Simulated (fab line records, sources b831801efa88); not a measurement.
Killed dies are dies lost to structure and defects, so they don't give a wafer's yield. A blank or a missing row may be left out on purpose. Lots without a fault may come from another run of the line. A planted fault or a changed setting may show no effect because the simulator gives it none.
A struck lot beside a sound one | flow sky130 | 15 steps out of a route of 708
Sound: wafers L827.2, L827.4, L827.5. Struck: wafers L837.1, L837.2, L837.4. The cause comes at the end.
At each step with rows: each side's tool, then ch and its chambers, then its first start. Under that, the readings that differ: sound wafers | struck wafers | difference of the means | sigmas: that difference in standard deviations of wafers without a fault.
alike: readings whose means differ by less than 2 such deviations, and words and numbers that are the same on both sides. not compared: withheld readings, readings that some wafer has no value for, bounds like >300 that may hide the same value, and numbers for which the record gives no deviation and whose values overlap.
The two part at a step that has a row with sigmas, a row that says differs or no value, or rows on one side only. Numbers that don't overlap but have no deviation are shown without sigmas and don't part them. A reading that every wafer of one side lacks parts them only if that side has two wafers or more.

first, 3 steps without rows for these wafers: SKY_VT_ADJUST_HVTR_EXPOSE_04 (exposes mask HVTRM, target cd 380 nm); SKY_VT_ADJUST_HVTR_PEB_05; SKY_VT_ADJUST_HVTR_DEVELOP_06 (develop time 60 s).
SKY_VT_ADJUST_HVTR_CD_MEAS_07: target cd 380 nm.
  sound on cd_sem-02, day 11 18:08; struck on cd_sem-01, day 14 18:31
  alike: cd_nm
SKY_VT_ADJUST_HVTR_OVL_MEAS_08:
  sound on overlay-01, day 11 18:14; struck on overlay-01, day 14 18:38
  alike: VT_ADJUST_HVTR_OVL
then, 1 step without rows for these wafers: SKY_VT_ADJUST_HVTR_IMPLANT_09.
SKY_VT_ADJUST_HVTR_STRIP_10: strips in O2/N2.
  sound on plasma_asher-03 ch 0,1, day 11 18:25; struck on plasma_asher-01 ch 0,1, day 14 18:50
  alike: drypump_motor_current_A, oes_product_au, strip_time_to_endpoint_s
  not compared: rf_hours_counter_h
SKY_VT_ADJUST_HVTR_TW_MEAS_11:
  sound on film_metro-04, day 11 18:32; struck on film_metro-01, day 14 18:56
  reading           | sound             | struck            | difference | sigmas
  VT_ADJUST_HVTR_TW | 209.0 210.3 209.2 | 213.0 211.6 211.9 | +2.7       | +3
then, 4 steps without rows for these wafers: SKY_VT_ADJUST_PCH_DEHYDRATE_00 (time 60 s); SKY_VT_ADJUST_PCH_HMDS_01 (prime time 60 s); SKY_VT_ADJUST_PCH_COAT_02 (resist thk 3000 nm); SKY_VT_ADJUST_PCH_SOFTBAKE_03.
SKY_VT_ADJUST_PCH_EXPOSE_04: exposes mask NWM, target cd 840 nm.
  sound on iline_stepper-01 ch 0, day 12 05:56; struck on iline_stepper-01 ch 0, day 15 08:58
  reading              | sound                | struck               | difference | sigmas
  exposure_dose_mJ_cm2 | 254.99 254.46 254.46 | 235.45 235.10 235.10 | -19.42     | -81
  alike: mask
then, 1 step without rows for these wafers: SKY_VT_ADJUST_PCH_PEB_05.
-- the record jumps here: 34 days lie between the struck wafers' starts before and after (it left off in module VT_ADJUST_PCH and takes up again in module PAD_OPEN, whose first step shown is number 708 of the route) --
SKY_PAD_OPEN_PROBE_99:
  sound on prober-01, day 47 22:56; struck on prober-01, day 49 17:49
  alike: killed_at_M0_to_M3, killed_at_M4_up, killed_at_contacts, killed_at_front_end, killed_at_other, killed_dies, killed_open, killed_short

WHERE THEY PART
First at SKY_VT_ADJUST_HVTR_TW_MEAS_11; last, within this record, at SKY_VT_ADJUST_PCH_EXPOSE_04. Later steps at which nothing parts them and some readings are alike: SKY_PAD_OPEN_PROBE_99.

WHY: what the simulator had put in
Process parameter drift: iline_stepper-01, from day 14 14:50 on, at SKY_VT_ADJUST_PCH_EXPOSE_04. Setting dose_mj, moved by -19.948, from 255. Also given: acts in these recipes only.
